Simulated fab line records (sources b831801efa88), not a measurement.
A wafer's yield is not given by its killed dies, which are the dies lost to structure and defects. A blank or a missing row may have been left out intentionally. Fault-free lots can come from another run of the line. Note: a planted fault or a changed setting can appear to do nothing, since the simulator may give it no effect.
A lot that was struck, set against a sound lot + flow sky130 + 36 steps out of a route of 708
Sound: the wafers L245.1, L245.4, L245.6. Struck: wafers L236.4, L236.5, L236.6. The cause is given at the end.
Each step with rows lists, per side, the tool, then ch with its chambers, then its first start. Under that, the readings that differ: sound wafers + struck wafers + difference of the means + sigmas: that difference in standard deviations of wafers without a fault.
alike: same words and numbers on both sides, and readings whose means sit less than 2 such deviations apart. not compared: any withheld reading, any reading some wafer has no value for, any bound like >300 that may hide the same value, and any number with overlapping values for which the record gives no deviation.
Wherever a step has rows on one side only, a row that says differs or no value, or a row with sigmas, the two part there. Non-overlapping numbers with no deviation appear without sigmas and do not part them. A reading missing from all wafers of one side parts the sides only when that side holds two or more wafers.

first, 10 steps without rows for these wafers: SKY_LDD_LDN_SOFTBAKE_03 (time 60 s); SKY_LDD_LDN_EXPOSE_04 (exposes mask LDNTM, target cd 700 nm); SKY_LDD_LDN_PEB_05; SKY_LDD_LDN_DEVELOP_06 (develop time 60 s); SKY_LDD_LDN_IMPLANT_08; SKY_LDD_LDN_IMPLANT_09; SKY_LDD_LDN_IMPLANT_10; SKY_LDD_LDN_IMPLANT_11; SKY_LDD_LDN_STRIP_12 (strips in O2/N2); SKY_LDD_LDN_CLEAN_14 (cleans in SC1/SC2, time 150 s).
SKY_SPACER_CVD_00: deposits Si3N4 from DCS/NH3, target thk 43.1 nm, time 740 s.
  sound on lpcvd-02 ch 0, day 27 21:59; struck on lpcvd-02 ch 1, day 24 11:49
| reading                                 | sound             | struck            | difference | sigmas |
|-----------------------------------------|-------------------|-------------------|------------|--------|
| model.Si3N4_of_SPACER_CVD_00.thkNm (nm) | 42.72 42.86 42.84 | 46.06 46.08 45.99 | +3.24      |        |
SKY_SPACER_THK_MEAS_01:
  struck on filmMetro-03, day 24 13:04; sound on filmMetro-04, day 27 23:12
| reading                | sound          | struck         | difference | sigmas |
|------------------------|----------------|----------------|------------|--------|
| SPACER_CVD_00_THK (nm) | 42.7 42.9 42.9 | 46.0 46.0 46.0 | +3.2       | +8     |
SKY_SPACER_ETCHBACK_02: etches Si3N4 in CH3F/O2, stops on SiO2, time 46.7 s, target depth 45 nm.
  sound on rieDiel-01 ch 2,3, day 27 23:16; struck on rieDiel-03 ch 0,1,3, day 24 13:05
| reading                 | sound             | struck            | difference | sigmas |
|-------------------------|-------------------|-------------------|------------|--------|
| oesProductAu (a.u.)     | 0.854 0.860 0.848 | 0.892 0.887 0.890 | +0.036     | +5     |
| model.etch.depthNm (nm) | 42.72 42.86 42.84 | 46.06 46.08 45.99 | +3.24      |        |
  alike: chamberPressureMTorr, drypumpMotorCurrentA, throttleValvePct
  not compared: rfHoursCounterH
then, 22 steps without rows for these wafers: SKY_POLY_CUT_DEHYDRATE_00 (time 60 s); SKY_POLY_CUT_HMDS_01 (prime time 60 s); SKY_POLY_CUT_COAT_02 (resist thk 60 nm); SKY_POLY_CUT_COAT_03 (resist thk 450 nm); SKY_POLY_CUT_SOFTBAKE_04 (time 90 s); SKY_POLY_CUT_EXPOSE_05 (exposes mask NPCM, target cd 270 nm); SKY_POLY_CUT_PEB_06; SKY_POLY_CUT_DEVELOP_07 (develop time 60 s); SKY_POLY_CUT_ETCH_10 (etches BARC in N2/H2, stops on SiO2, time 45.9 s, target depth 60 nm); SKY_POLY_CUT_ETCH_11 (etches Si3N4 in CF4/CH2F2/Ar, stops on poly-Si, time 42.5 s, target depth 60 nm); SKY_POLY_CUT_STRIP_12 (strips in O2/N2); SKY_SD_P_DEHYDRATE_00 (time 60 s); SKY_SD_P_HMDS_01 (prime time 60 s); SKY_SD_P_COAT_02 (resist thk 1140 nm); SKY_SD_P_SOFTBAKE_03 (time 60 s); SKY_SD_P_EXPOSE_04 (exposes mask PSDM, target cd 380 nm); SKY_SD_P_PEB_05; SKY_SD_P_DEVELOP_06 (develop time 58.02 s); SKY_SD_P_IMPLANT_09; SKY_SD_P_STRIP_10 (strips in O2/N2); SKY_RES_XHIGH_DEHYDRATE_00 (time 60 s); SKY_RES_XHIGH_HMDS_01 (prime time 60 s).
-- the record jumps here: 5 days lie between the struck wafers' starts before and after (it left off in module RES_XHIGH and takes up again in module SALICIDE, whose first step shown is number 361 of the route) --
SKY_SALICIDE_CLEAN_00: cleans in HF-last, time 30 s.
  sound on wetBench-02 ch 3, day 32 15:01; struck on wetBench-04 ch 2, day 29 09:37
| reading                                 | sound             | struck            | difference | sigmas |
|-----------------------------------------|-------------------|-------------------|------------|--------|
| model.Si3N4_of_SPACER_CVD_00.thkNm (nm) | 41.73 41.88 41.85 | 45.08 45.09 45.01 | +3.24      |        |

== WHERE THEY PART ==
Earliest at SKY_SPACER_THK_MEAS_01; latest, in this record, at SKY_SPACER_ETCHBACK_02.

WHY: whatever the simulator had introduced
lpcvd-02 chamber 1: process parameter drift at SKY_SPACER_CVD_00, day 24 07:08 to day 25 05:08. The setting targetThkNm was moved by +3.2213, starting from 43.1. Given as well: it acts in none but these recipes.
